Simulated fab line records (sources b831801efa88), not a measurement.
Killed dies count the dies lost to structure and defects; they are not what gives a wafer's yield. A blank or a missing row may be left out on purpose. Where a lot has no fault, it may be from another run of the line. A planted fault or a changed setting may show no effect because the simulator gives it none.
fab line records	flow sky130
record: lots: 7	wafers: 21	last-day: 50
route steps=708 shown METAL3@570 VIA3@573 PAD_OPEN@708
lots that met no fault: taken from a fault-free run of the same line
start-h: hours from the record's first day to the start of the lot's first wafer shown	wait-h: how many hours have passed since the lot's step before this one	" same as the row above	L1.1+2: one row covering several wafers at once	- value missing, or start not given	* or withheld: withheld	< > ~ a bound
route shown NAME@n: NAME is a module with steps in the file, n the number in the route of the first one	usual: mean/standard deviation of fault-free wafers	same: alike in all rows	chamber/n: place in a boat	sites: per-site readings	_std_site: the standard deviation of these	_edge_site: inner sites' mean taken away from outer sites' mean	radius-mm: how far each site lies from the wafer's centre	mask NAME#n: copy n	behind: the tool/chamber that last shaped the wafer	hold: what put the lot on hold/how long, in hours/how the hold closed	device: whichever transistor did not switch (one of n, p or np)	end of line: the route-end tests of the same wafers	a step given without rows: its recipe and nothing more	killed: dies that structure and defects cost at the first sort, which is not the same as the wafer's yield	map: a wafer's dies, marking killed ones x, the rest . and places with no die _
set.NAME: the run value of the setting; set.NAME@STEP: its run value at that earlier step	model.NAME: the simulator's own value behind a step, which no gauge read
lots at selected steps of the route; one table per step, one row per wafer
services: from which hour (start-h, from the record's first day; less than 0 if before it) a tool's chamber was out of use, for how many hours, and why
== steps ==
step: SKY_METAL3_STRIP_20
recipe: chemistry: post-etch-residue-remover	time-s: 1200	temp-c: 72.5
step: SKY_METAL3_CLEAN_21
recipe: chemistry: IPA	time-s: 180	temp-c: 25
step: SKY_METAL3_CLEAN_22
recipe: chemistry: O3/DIW	dry: n2-spin
step: SKY_VIA3_HDPCVD_00
recipe: material: SiO2	target-thk-nm: 1635	sigma-open-frac: 0.3	time-s: 272.5	temp-c: 400	sih4-flow-sccm: 60	pressure-mtorr: 6
step: SKY_VIA3_THK_MEAS_01
recipe: reads: SiO2_of_VIA3_HDPCVD_00
usual: VIA3_HDPCVD_THK: 1628/17
lot.wafer	tool	chamber	start-h	wait-h	VIA3_HDPCVD_THK[nm]
L253.1	film-metro-03	-	934.89	0.1	1597
L253.4	"	-	"	"	1612
L253.5	"	-	"	"	1613
L254.1	film-metro-03	-	955.08	0.1	1632
L254.2	"	-	"	"	1621
L254.6	"	-	"	"	1625
L257.2	film-metro-03	-	959.73	0.1	1622
L257.3	"	-	"	"	1618
L257.6	"	-	"	"	1611
L259.4	film-metro-03	-	972.73	0.0	1648
L259.5	"	-	"	"	1626
L259.6	"	-	"	"	1640
L269.3	film-metro-02	-	1037.17	0.1	1640
L269.5	"	-	"	"	1639
L269.6	"	-	"	"	1630
L270.2	film-metro-04	-	1052.34	0.1	1604
L270.4	"	-	"	"	1639
L270.5	"	-	"	"	1617
L272.1	film-metro-03	-	1057.09	0.1	1615
L272.5	"	-	"	"	1622
L272.6	"	-	"	"	1622
step: SKY_VIA3_CMP_02
recipe: material: SiO2	down-force-psi: 4	platen-rpm: 60	pad-velocity-m-s: 0.94248
usual: head-pressure-psi: 3.999/0.008	motor-current-A: 12.1/1.2
lot.wafer	tool	chamber	start-h	wait-h	head-pressure-psi	motor-current-A
L253.1	cmp-02	3	935.05	0.1	3.995	10.7
L253.4	"	0	"	"	4.000	11.2
L253.5	"	2	"	"	3.999	13.2
L254.2	cmp-01	0	955.19	0.1	3.988	11.9
L254.1	"	2	"	"	3.993	11.3
L254.6	"	0	"	"	3.985	10.9
L257.2	cmp-02	0	959.78	0.0	3.995	11.5
L257.3	"	3	"	"	3.994	10.3
L257.6	"	1	"	"	4.008	13.3
L259.4	cmp-02	1	972.86	0.1	4.010	13.1
L259.6	"	3	"	"	3.997	10.5
L259.5	"	0	"	"	3.991	11.8
L269.3	cmp-02	3	1037.26	0.1	3.998	10.0
L269.6	"	2	"	"	4.004	12.7
L269.5	"	3	"	"	4.008	10.3
L270.4	cmp-02	1	1052.39	0.0	3.987	13.0
L270.2	"	2	"	"	4.001	12.3
L270.5	"	2	"	"	3.995	12.0
L272.1	cmp-01	1	1057.30	0.2	3.974	13.8
L272.5	"	2	"	"	3.994	11.8
L272.6	"	3	"	"	4.004	13.8
step: SKY_VIA3_BOW_MEAS_03
recipe: mode: bow
usual: VIA3_BOW: 78/8.4
lot.wafer	tool	chamber	start-h	wait-h	VIA3_BOW[um]
L253.1	film-metro-02	-	935.25	0.1	77
L253.4	"	-	"	"	80
L253.5	"	-	"	"	69
L254.1	film-metro-02	-	955.44	0.1	77
L254.2	"	-	"	"	59
L254.6	"	-	"	"	81
L257.2	film-metro-03	-	960.10	0.3	63
L257.3	"	-	"	"	87
L257.6	"	-	"	"	79
L259.4	film-metro-04	-	973.12	0.2	91
L259.5	"	-	"	"	75
L259.6	"	-	"	"	93
L269.3	film-metro-02	-	1037.55	0.2	81
L269.5	"	-	"	"	84
L269.6	"	-	"	"	69
L270.2	film-metro-04	-	1052.71	0.2	89
L270.4	"	-	"	"	74
L270.5	"	-	"	"	90
L272.1	film-metro-02	-	1057.45	0.1	69
L272.5	"	-	"	"	70
L272.6	"	-	"	"	82
step: SKY_VIA3_DEHYDRATE_04
recipe: temp-c: 200	time-s: 60
step: SKY_VIA3_HMDS_05
recipe: prime-time-s: 60	prime-temp-c: 120
step: SKY_VIA3_COAT_06
recipe: resist: BARC	temp-c: withheld	time-s: withheld	spin-rpm: 3000	resist-thk-nm: 60
step: SKY_VIA3_COAT_07
recipe: resist: KrF-thick	spin-rpm: 3000	resist-thk-nm: 450
step: SKY_VIA3_SOFTBAKE_08
recipe: temp-c: 100	time-s: 90	resist: KrF-thick
step: SKY_VIA3_EXPOSE_09
recipe: mask-id: VIM3	na: 0.8	source-shape: annular	sigma-inner: 0.55	sigma-outer: 0.85	target-cd-nm: 200	dose-mj: 38
usual: focus-offset-nm: 0.1/0.47
lot.wafer	tool	chamber	start-h	wait-h	mask	focus-offset-nm	model.VIA3.overlay-x-nm
L253.1	krf-scanner-01	0	947.45	-	VIM3#0	0.6	-3.059
L253.4	"	0	"	"	VIM3#0	-0.4	-3.059
L253.5	"	0	"	"	VIM3#0	0.4	-3.059
L254.1	krf-scanner-01	0	967.70	-	VIM3#0	0.9	-14.32
L254.2	"	0	"	"	VIM3#0	0.4	-14.32
L254.6	"	0	"	"	VIM3#0	-0.3	-14.32
L257.2	krf-scanner-02	0	972.47	-	VIM3#0	-0.2	9.892
L257.3	"	0	"	"	VIM3#0	0.6	9.892
L257.6	"	0	"	"	VIM3#0	0.8	9.892
L259.4	krf-scanner-02	0	985.17	-	VIM3#0	0.8	-1.722
L259.5	"	0	"	"	VIM3#0	0.1	-1.722
L259.6	"	0	"	"	VIM3#0	-0.3	-1.722
L269.3	krf-scanner-01	0	1048.86	-	VIM3#0	0.0	89.3
L269.5	"	0	"	"	VIM3#0	0.2	89.3
L269.6	"	0	"	"	VIM3#0	-0.2	89.3
L270.2	krf-scanner-01	0	1063.74	-	VIM3#0	-0.4	89.99
L270.4	"	0	"	"	VIM3#0	1.0	89.99
L270.5	"	0	"	"	VIM3#0	-0.3	89.99
L272.1	krf-scanner-01	0	1068.64	-	VIM3#0	-0.1	76.79
L272.5	"	0	"	"	VIM3#0	0.1	76.79
L272.6	"	0	"	"	VIM3#0	-0.2	76.79
step: SKY_VIA3_PEB_10
recipe: peb-temp-c: withheld	peb-time-s: withheld	resist: KrF-thick
step: SKY_VIA3_DEVELOP_11
recipe: develop-time-s: 60	resist: KrF-thick	dev-temp-c: 21
step: SKY_VIA3_CD_MEAS_12
recipe: target-cd-nm: 200
usual: cd-nm: 200.0/1.4
lot.wafer	tool	chamber	start-h	wait-h	cd-nm
L253.1	cd-sem-01	-	958.64	-	200.5
L253.4	"	-	"	"	200.2
L253.5	"	-	"	"	200.1
L254.1	cd-sem-01	-	980.15	-	200.7
L254.2	"	-	"	"	200.8
L254.6	"	-	"	"	200.8
L257.2	cd-sem-01	-	983.82	-	200.5
L257.3	"	-	"	"	198.7
L257.6	"	-	"	"	198.4
L259.4	cd-sem-02	-	997.06	-	199.4
L259.5	"	-	"	"	199.6
L259.6	"	-	"	"	199.1
L269.3	cd-sem-01	-	1059.49	-	201.5
L269.5	"	-	"	"	200.1
L269.6	"	-	"	"	201.6
L270.2	cd-sem-02	-	1074.56	-	199.5
L270.4	"	-	"	"	200.6
L270.5	"	-	"	"	199.8
L272.1	cd-sem-02	-	1078.84	-	197.3
L272.5	"	-	"	"	199.0
L272.6	"	-	"	"	199.5
step: SKY_VIA3_OVL_MEAS_13
usual: VIA3_OVL: -3/6
lot.wafer	tool	chamber	start-h	wait-h	VIA3_OVL[nm]
L253.1	overlay-01	-	958.76	0.1	-10
L253.4	"	-	"	"	-4
L253.5	"	-	"	"	-9
L254.1	overlay-01	-	980.27	0.1	-10
L254.2	"	-	"	"	-11
L254.6	"	-	"	"	-12
L257.2	overlay-02	-	983.93	0.1	8
L257.3	"	-	"	"	14
L257.6	"	-	"	"	9
L259.4	overlay-02	-	997.14	0.1	-2
L259.5	"	-	"	"	0
L259.6	"	-	"	"	0
L269.3	overlay-01	-	1059.58	0.1	88
L269.5	"	-	"	"	86
L269.6	"	-	"	"	79
L270.2	overlay-01	-	1074.67	0.1	84
L270.4	"	-	"	"	88
L270.5	"	-	"	"	79
L272.1	overlay-01	-	1078.96	0.1	71
L272.5	"	-	"	"	71
L272.6	"	-	"	"	72
step: SKY_VIA3_ETCH_14
recipe: chemistry: N2/H2	target: BARC	ion-energy-ev: 200	source-w: 500	bias-w: 100	pressure-mtorr: 30	n2-flow-sccm: 100	h2-flow-sccm: 200	stop-on: SiO2	time-s: 45.9	target-depth-a: 600
usual: bias-w: 100.0/0.32	chamber-pressure-mTorr: 29.999/0.029	drypump-motor-current-A: 5.8/0.47	oes-product-au: 0.855/0.005	throttle-valve-pct: 13.225/0.01
lot.wafer	tool	chamber	start-h	wait-h	bias-w	chamber-pressure-mTorr	drypump-motor-current-A	oes-product-au	rf-hours-counter-h	throttle-valve-pct
L253.1	rie-diel-01	3	958.80	0.0	99.8	30.007	5.3	0.849	15	13.212
L253.4	"	0	"	"	100.4	29.982	5.7	0.857	-	13.218
L253.5	"	1	"	"	100.1	29.995	6.4	0.850	-	13.216
L254.1	rie-diel-01	2	980.31	0.0	100.0	30.004	5.4	0.859	1	13.235
L254.2	"	1	"	"	100.1	30.052	6.3	0.857	19	13.222
L254.6	"	2	"	"	99.6	30.002	5.4	0.863	-	13.209
L257.2	rie-diel-02	1	983.96	0.0	99.5	29.987	6.6	0.854	13	13.239
L257.3	"	3	"	"	99.4	29.979	5.3	0.859	23	13.236
L257.6	"	3	"	"	100.0	29.992	5.3	0.860	-	13.225
L259.4	rie-diel-04	1	997.16	0.0	100.0	30.003	5.7	0.860	21	13.211
L259.5	"	2	"	"	99.9	29.992	5.2	0.858	-	13.228
L259.6	"	3	"	"	99.7	29.929	6.2	0.861	-	13.213
L269.3	rie-diel-04	3	1059.61	0.0	100.0	30.054	6.2	0.856	20	13.224
L269.5	"	3	"	"	100.0	30.048	6.3	0.860	-	13.245
L269.6	"	2	"	"	98.9	29.982	5.2	0.856	-	13.240
L270.2	rie-diel-01	0	1074.70	0.0	100.0	29.988	5.7	0.854	29	13.205
L270.4	"	1	"	"	99.6	29.987	6.3	0.858	22	13.227
L270.5	"	1	"	"	99.4	29.982	6.3	0.852	-	13.227
L272.1	rie-diel-01	0	1079.00	0.0	100.0	29.999	5.6	0.854	29	13.221
L272.5	"	1	"	"	100.1	30.009	6.3	0.858	-	13.221
L272.6	"	0	"	"	99.8	29.985	5.7	0.867	-	13.217
step: SKY_PAD_OPEN_PROBE_99
usual: defect-limited-yield: 82.4/1.8	killed_at_M0_to_M3: 43/6.8	killed_at_M4_up: 3.1/1.6	killed-at-contacts: 24/5.4	killed-at-front-end: 16/4.4	killed-at-other: 0.2/0.48	killed-dies: 87/8.8	killed-open: 48/6.4	killed-short: 39/6.2	sort_bin_3_pad_short: 0.9/0.43	sort_bin_5_function: 10.5/1.4	sort_bin_6_memory: 6.2/1.1	sort-n-pass: 405/8.8	sort-yield-pct: 82.4/1.8
same: gross-dies: 492	killed-at-back-side: 0	sort_bin_4_leakage[%]: 0	sort_bin_8_speed[%]: 0
lot.wafer	tool	chamber	start-h	wait-h	defect-limited-yield[%]	killed_at_M0_to_M3	killed_at_M4_up	killed-at-contacts	killed-at-front-end	killed-at-other	killed-dies	killed-open	killed-short	sort_bin_3_pad_short[%]	sort_bin_5_function[%]	sort_bin_6_memory[%]	sort-n-pass	sort-yield-pct[%]	model.etest.via3-chain.rc-ohm
L253.1	prober-02	-	1101.12	0.1	83.3	43	4	23	12	0	82	42	40	0.8	9.6	6.3	410	83.3	9.089
L253.4	prober-02	-	1101.27	0.2	80.9	46	4	31	12	1	94	52	42	1.0	12.0	6.1	398	80.9	9.502
L253.5	prober-02	-	1101.32	0.2	83.7	43	2	18	16	1	80	40	40	0.2	10.2	5.9	412	83.7	9.62
L254.1	prober-02	-	1118.58	0.1	84.6	37	3	20	15	1	76	39	37	0.6	9.6	5.3	416	84.6	8.564
L254.2	prober-02	-	1118.63	0.1	81.9	42	3	29	15	0	89	40	49	1.2	9.8	7.1	403	81.9	9.335
L254.6	prober-02	-	1118.83	0.2	84.8	49	1	15	10	0	75	39	36	1.4	9.8	4.1	417	84.8	9.243
L257.2	prober-02	-	1123.96	0.1	83.5	40	4	24	13	0	81	44	37	1.2	8.9	6.3	411	83.5	9.615
L257.3	prober-02	-	1124.01	0.2	80.3	47	6	31	13	0	97	52	45	0.4	12.4	6.9	395	80.3	9.949
L257.6	prober-02	-	1124.16	0.2	81.1	48	4	25	16	0	93	54	39	0.8	11.8	6.3	399	81.1	10.42
L259.4	prober-02	-	1135.02	0.2	82.7	44	3	20	17	1	85	49	36	1.6	10.6	5.1	407	82.7	9.893
L259.5	prober-02	-	1135.07	0.2	80.5	44	5	31	16	0	96	55	41	0.8	14.2	4.5	396	80.5	9.327
L259.6	prober-02	-	1135.12	0.2	80.9	37	6	35	16	0	94	50	44	1.2	12.6	5.3	398	80.9	9.061
L269.3	prober-02	-	1185.17	0.2	82.3	34	1	30	22	0	87	44	43	0.8	9.6	7.3	405	82.3	10.38
L269.5	prober-02	-	1185.27	0.2	81.5	40	1	28	20	2	91	46	45	1.4	10.2	6.9	401	81.5	10.3
L269.6	prober-02	-	1185.32	0.2	79.9	46	7	26	20	0	99	52	47	0.2	12.2	7.7	393	79.9	10.56
L270.2	prober-02	-	1195.30	0.1	80.7	52	1	19	23	0	95	47	48	0.6	11.2	7.5	397	80.7	11.07
L270.4	prober-02	-	1195.40	0.2	81.7	48	1	24	17	0	90	58	32	0.4	10.6	7.3	402	81.7	10.56
L270.5	prober-02	-	1195.45	0.2	80.9	45	5	21	23	0	94	46	48	2.2	10.6	6.3	398	80.9	11.64
L272.1	prober-01	-	1198.98	0.1	83.1	40	2	23	18	0	83	45	38	0.4	11.0	5.5	409	83.1	10.96
L272.5	prober-01	-	1199.18	0.2	85.2	29	5	24	15	0	73	34	39	1.2	9.3	4.3	419	85.2	10.81
L272.6	prober-01	-	1199.23	0.2	85.2	30	1	32	10	0	73	42	31	1.8	8.7	4.3	419	85.2	10.37
killed by level:class
L253.1 METAL1:geometric-particle:short=10 CONTACT:geometric-particle:short=7 CONTACT:geometric-particle:open=7 VIA2:geometric-particle:open=7 LI_CONTACT:geometric-particle:open=6 VIA1:geometric-particle:open=6 VIA3:geometric-particle:open=6 POLY_GATE:geometric-particle:open=4
L253.4 CONTACT:geometric-particle:open=16 METAL1:geometric-particle:short=8 LI_CONTACT:geometric-particle:open=7 VIA3:geometric-particle:open=7 VIA1:geometric-particle:open=6 METAL3:geometric-particle:short=6 VIA1:geometric-particle:short=5 FIELD_ISO:geometric-particle:open=4
L253.5 METAL1:geometric-particle:short=10 LI_CONTACT:geometric-particle:open=9 VIA1:geometric-particle:open=7 VIA1:geometric-particle:short=6 FIELD_ISO:geometric-particle:open=5 CONTACT:geometric-particle:open=5 POLY_GATE:geometric-particle:short=4 METAL3:geometric-particle:short=4
L254.1 VIA1:geometric-particle:open=11 METAL1:geometric-particle:short=8 CONTACT:geometric-particle:open=7 FIELD_ISO:geometric-particle:open=5 VIA2:geometric-particle:open=5 LI_CONTACT:geometric-particle:open=5 CONTACT:geometric-particle:short=4 METAL2:geometric-particle:short=4
L254.2 CONTACT:geometric-particle:open=12 METAL2:geometric-particle:short=9 VIA1:geometric-particle:open=7 LI_CONTACT:geometric-particle:short=6 POLY_GATE:geometric-particle:short=5 VIA1:geometric-particle:short=5 METAL3:geometric-particle:short=5 LI_CONTACT:geometric-particle:open=4
L254.6 VIA1:geometric-particle:open=12 VIA2:geometric-particle:open=7 CONTACT:geometric-particle:open=6 METAL1:geometric-particle:short=6 METAL2:geometric-particle:short=5 VIA1:geometric-particle:short=5 LI_CONTACT:geometric-particle:open=4 METAL2:geometric-particle:open=4
L257.2 VIA1:geometric-particle:open=9 LI_CONTACT:geometric-particle:open=6 CONTACT:geometric-particle:open=6 METAL1:geometric-particle:short=6 VIA2:geometric-particle:open=6 METAL4:geometric-particle:short=4 LI_CONTACT:geometric-particle:short=4 CONTACT:geometric-particle:short=4
L257.3 LI_CONTACT:geometric-particle:open=10 LOCAL_INTERCONNECT:geometric-particle:short=8 METAL1:geometric-particle:short=8 METAL2:geometric-particle:short=8 VIA3:geometric-particle:open=8 VIA2:geometric-particle:open=6 CONTACT:geometric-particle:open=6 VIA1:geometric-particle:open=6
L257.6 CONTACT:geometric-particle:open=13 VIA2:geometric-particle:open=10 VIA1:geometric-particle:open=8 FIELD_ISO:geometric-particle:open=6 CONTACT:geometric-particle:short=5 VIA3:geometric-particle:open=5 METAL1:geometric-particle:short=5 VIA1:geometric-particle:short=5
L259.4 CONTACT:geometric-particle:open=10 VIA1:geometric-particle:open=10 VIA2:geometric-particle:open=8 VIA1:geometric-particle:short=7 FIELD_ISO:geometric-particle:short=5 FIELD_ISO:geometric-particle:open=5 CONTACT:geometric-particle:short=4 METAL1:geometric-particle:short=4
L259.5 VIA1:geometric-particle:open=15 CONTACT:geometric-particle:open=9 LOCAL_INTERCONNECT:geometric-particle:short=7 METAL2:geometric-particle:short=7 FIELD_ISO:geometric-particle:open=6 VIA2:geometric-particle:open=6 CONTACT:geometric-particle:short=5 POLY_GATE:geometric-particle:open=4
L259.6 VIA1:geometric-particle:open=13 CONTACT:geometric-particle:open=12 LOCAL_INTERCONNECT:geometric-particle:short=10 VIA3:geometric-particle:open=6 FIELD_ISO:geometric-particle:open=5 LI_CONTACT:geometric-particle:open=5 METAL4:geometric-particle:short=5 VIA1:geometric-particle:short=5
L269.3 FIELD_ISO:geometric-particle:open=8 LOCAL_INTERCONNECT:geometric-particle:short=8 VIA1:geometric-particle:open=8 CONTACT:geometric-particle:open=6 LI_CONTACT:geometric-particle:open=6 FIELD_ISO:geometric-particle:short=5 CONTACT:geometric-particle:short=5 METAL2:geometric-particle:short=5
L269.5 VIA1:geometric-particle:open=13 CONTACT:geometric-particle:open=8 LOCAL_INTERCONNECT:geometric-particle:short=7 METAL1:geometric-particle:short=6 FIELD_ISO:geometric-particle:short=6 POLY_GATE:geometric-particle:short=6 LI_CONTACT:geometric-particle:open=6 FIELD_ISO:geometric-particle:open=5
L269.6 VIA1:geometric-particle:open=11 CONTACT:geometric-particle:open=11 VIA1:geometric-particle:short=9 FIELD_ISO:geometric-particle:open=8 LOCAL_INTERCONNECT:geometric-particle:short=6 METAL2:geometric-particle:short=6 VIA3:geometric-particle:open=6 FIELD_ISO:geometric-particle:short=5
L270.2 VIA1:geometric-particle:open=9 METAL2:geometric-particle:short=9 LI_CONTACT:geometric-particle:open=7 VIA1:geometric-particle:short=7 VIA3:geometric-particle:open=6 POLY_GATE:geometric-particle:short=5 POLY_GATE:geometric-particle:open=5 CONTACT:geometric-particle:open=5
L270.4 VIA1:geometric-particle:open=15 VIA3:geometric-particle:open=12 LI_CONTACT:geometric-particle:open=11 CONTACT:geometric-particle:open=9 METAL1:geometric-particle:short=6 FIELD_ISO:geometric-particle:open=5 FIELD_ISO:geometric-particle:short=5 POLY_GATE:geometric-particle:short=4
L270.5 VIA1:geometric-particle:open=15 METAL2:geometric-particle:short=8 POLY_GATE:geometric-particle:short=7 FIELD_ISO:geometric-particle:open=6 CONTACT:geometric-particle:open=6 FIELD_ISO:geometric-particle:short=5 VIA1:geometric-particle:short=5 CONTACT:geometric-particle:short=5
L272.1 LI_CONTACT:geometric-particle:open=8 FIELD_ISO:geometric-particle:open=6 VIA1:geometric-particle:open=6 METAL2:geometric-particle:short=6 LI_CONTACT:geometric-particle:short=5 CONTACT:geometric-particle:open=5 METAL3:geometric-particle:short=5 VIA3:geometric-particle:open=5
L272.5 LI_CONTACT:geometric-particle:open=7 CONTACT:geometric-particle:open=7 FIELD_ISO:geometric-particle:short=6 VIA2:geometric-particle:open=6 LOCAL_INTERCONNECT:geometric-particle:short=6 METAL1:geometric-particle:short=4 METAL2:geometric-particle:short=4 FIELD_ISO:geometric-particle:open=3
L272.6 CONTACT:geometric-particle:open=10 LI_CONTACT:geometric-particle:open=8 CONTACT:geometric-particle:short=7 VIA3:geometric-particle:open=6 VIA2:geometric-particle:open=5 LI_CONTACT:geometric-particle:short=4 VIA1:geometric-particle:open=4 METAL2:geometric-particle:short=4
== services ==
tool	chamber	start-h	hours	kind
cmp-01	-	912.11	4.0	pm
rie-diel-01	-	912.76	14.6	pm
rie-diel-01	1	927.38	7.2	repair
krf-scanner-02	-	929.31	0.8	pm
krf-scanner-01	-	933.36	1.3	pm
cmp-02	-	938.13	0.3	repair
cmp-02	-	943.38	0.5	repair
rie-diel-04	3	956.49	8.2	repair
rie-diel-04	2	965.59	30.5	repair
krf-scanner-02	-	977.52	1.0	pm
rie-diel-04	0	983.80	3.0	repair
krf-scanner-02	-	993.01	1.3	pm
cmp-02	-	995.38	1.0	repair
cmp-01	-	1005.54	5.3	pm
cmp-02	-	1012.54	1.5	repair
cmp-01	-	1014.56	8.1	repair
rie-diel-01	2	1025.53	2.7	repair
rie-diel-04	0	1027.04	2.8	repair
krf-scanner-01	-	1028.71	0.8	pm
cmp-01	-	1039.64	2.1	repair
krf-scanner-01	-	1041.97	1.0	pm
rie-diel-04	0	1047.31	6.3	repair
cmp-02	-	1058.08	0.2	repair
cmp-02	-	1068.08	1.5	repair
== key ==
first-sign: step: SKY_VIA3_OVL_MEAS_13	reading: VIA3_OVL	direction: up	sigmas: 14	usual: -3	struck: 80
effect none on later readings
model-effect: step: SKY_VIA3_EXPOSE_09	value: VIA3.overlay-x-nm	without: 6.717	struck: 85.36
model-effect: step: SKY_PAD_OPEN_PROBE_99	value: etest.via3-chain.rc-ohm	without: 9.561	struck: 10.74
met-at SKY_VIA3_EXPOSE_09
struck-wafers L269.3,L269.5,L269.6,L270.2,L270.4,L270.5,L272.1,L272.5,L272.6
onset-between 967.70 1048.86
also-fits time
fault: kind: scanner-matching-overlay	tool: krf-scanner-01	chamber: -	onset-h: 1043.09	steps: SKY_VIA3_EXPOSE_09	offset: 78.643
